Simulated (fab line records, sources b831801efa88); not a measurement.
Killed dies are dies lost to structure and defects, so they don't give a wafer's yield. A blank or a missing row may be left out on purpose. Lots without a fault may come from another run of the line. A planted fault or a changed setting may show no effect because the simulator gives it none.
Split-lot experiment | flow sfq_line | 5 lots, 23 wafers read, on a route of 325 steps

THE SPLIT
At SFQ_TRILAYER_R5_DEP_SPUTTER_132 (material Ti, target thk 5 nm, time 5 s), the setting time_s was moved away from the recipe's 5 s on 8 of the 23 wafers read, by -14.4% to +13.1%. The other wafers ran this setting at the recipe's value.

The reading is taken at the split's own step.

THE READING
Ti_of_TRILAYER_R5_DEP_SPUTTER_132.thk_nm (the simulator's own value, which no gauge read), in nm, at SFQ_TRILAYER_R5_DEP_SPUTTER_132 (material Ti, target thk 5 nm, time 5 s). The file gives no usual value for it. The 15 wafers here that ran the recipe average 4.972 nm, standard deviation 0.16 nm.

wafer  | tool, chamber at the split | time_s as run, s | against the recipe | Ti_of_TRILAYER_R5_DEP_SPUTTER_132.thk_nm, nm | against lot-mates on the recipe
L074.2 | pvd_sputter-06, -          | 5.655            | +13.1%             | 5.884                                        | +0.649
L074.3 | pvd_sputter-06, -          | 5.655            | +13.1%             | 5.862                                        | +0.627
L074.4 | pvd_sputter-06, -          | 5                | recipe             | 5.176                                        | -
L074.5 | pvd_sputter-06, -          | 5.655            | +13.1%             | 5.987                                        | +0.752
L074.6 | pvd_sputter-06, -          | 5                | recipe             | 5.295                                        | -
L075.1 | pvd_sputter-06, -          | 5.34             | +6.8%              | 5.485                                        | +0.422
L075.3 | pvd_sputter-06, -          | 5.34             | +6.8%              | 5.349                                        | +0.286
L075.4 | pvd_sputter-06, -          | 5                | recipe             | 5.135                                        | -
L075.5 | pvd_sputter-06, -          | 5                | recipe             | 5.017                                        | -
L075.6 | pvd_sputter-06, -          | 5                | recipe             | 5.037                                        | -
L078.1 | pvd_sputter-03, -          | 5                | recipe             | 4.797                                        | -
L078.2 | pvd_sputter-03, -          | 5                | recipe             | 4.654                                        | -
L078.6 | pvd_sputter-03, -          | 5                | recipe             | 4.795                                        | -
L080.1 | pvd_sputter-06, -          | 5                | recipe             | 4.925                                        | -
L080.2 | pvd_sputter-06, -          | 4.282            | -14.4%             | 4.335                                        | -0.542
L080.4 | pvd_sputter-06, -          | 4.282            | -14.4%             | 4.279                                        | -0.598
L080.5 | pvd_sputter-06, -          | 5                | recipe             | 4.828                                        | -
L080.6 | pvd_sputter-06, -          | 4.282            | -14.4%             | 4.283                                        | -0.593
L084.1 | pvd_sputter-03, -          | 5                | recipe             | 4.956                                        | -
L084.3 | pvd_sputter-03, -          | 5                | recipe             | 4.961                                        | -
L084.4 | pvd_sputter-03, -          | 5                | recipe             | 5.022                                        | -
L084.5 | pvd_sputter-03, -          | 5                | recipe             | 4.976                                        | -
L084.6 | pvd_sputter-03, -          | 5                | recipe             | 5.007                                        | -

THE FIT
A straight line over all 23 wafers: Ti_of_TRILAYER_R5_DEP_SPUTTER_132.thk_nm changes by +0.0583 nm for each +1% of time_s; r = +0.94; the points scatter about the line by 0.16 nm.
The same after taking each lot's own level away (the mean of its wafers on the recipe; 23 wafers): +0.0457 nm for each +1%; r = +0.98; scatter 0.063 nm.
On that fit, the largest move of time_s shifts the reading by 0.66 nm.
The lots' own levels span 4.7487 to 5.2355 nm, that is 3.1 times the standard deviation above.
So the lot-to-lot level changes the slope: the two fits differ.
Check: with one of the wafers moved furthest among these (-14.4%) left out of the fit, the line predicts -0.658 nm for it against its lot-mates. It came out at -0.542 nm against them.

OTHER SPLITS ON THESE WAFERS
These wafers also went through other splits before the reading. Each is held against what the fit with the lots' levels taken away leaves over:
other split on the same wafers                    | wafers away from the commonest value | r with Ti_of_TRILAYER_R5_DEP_SPUTTER_132.thk_nm (lot level and that fit taken away)
SFQ_TRILAYER_I4_VIA_BARC_OPEN_VIA_ETCH_146 time_s | 6                                    | +0.02
SFQ_TRILAYER_JJ_TRILAYER_DEP_SPUTTER_109 power_w  | 9                                    | -0.12
SFQ_TRILAYER_JJ_TRILAYER_DEP_SPUTTER_112 time_s   | 5                                    | +0.07
SFQ_TRILAYER_JJ_CE_LITHO_PEB_117 peb_temp_c       | 5                                    | +0.00
SFQ_TRILAYER_M5_LITHO_COAT_128 spin_rpm           | 5                                    | -0.02
SFQ_TRILAYER_M5_LITHO_COAT_123 spin_rpm           | 7                                    | -0.17

THE FILE'S OWN FIT
Ti_of_TRILAYER_R5_DEP_SPUTTER_132.thk_nm changes by +0.0461 nm for each +1% of time_s, r = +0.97.
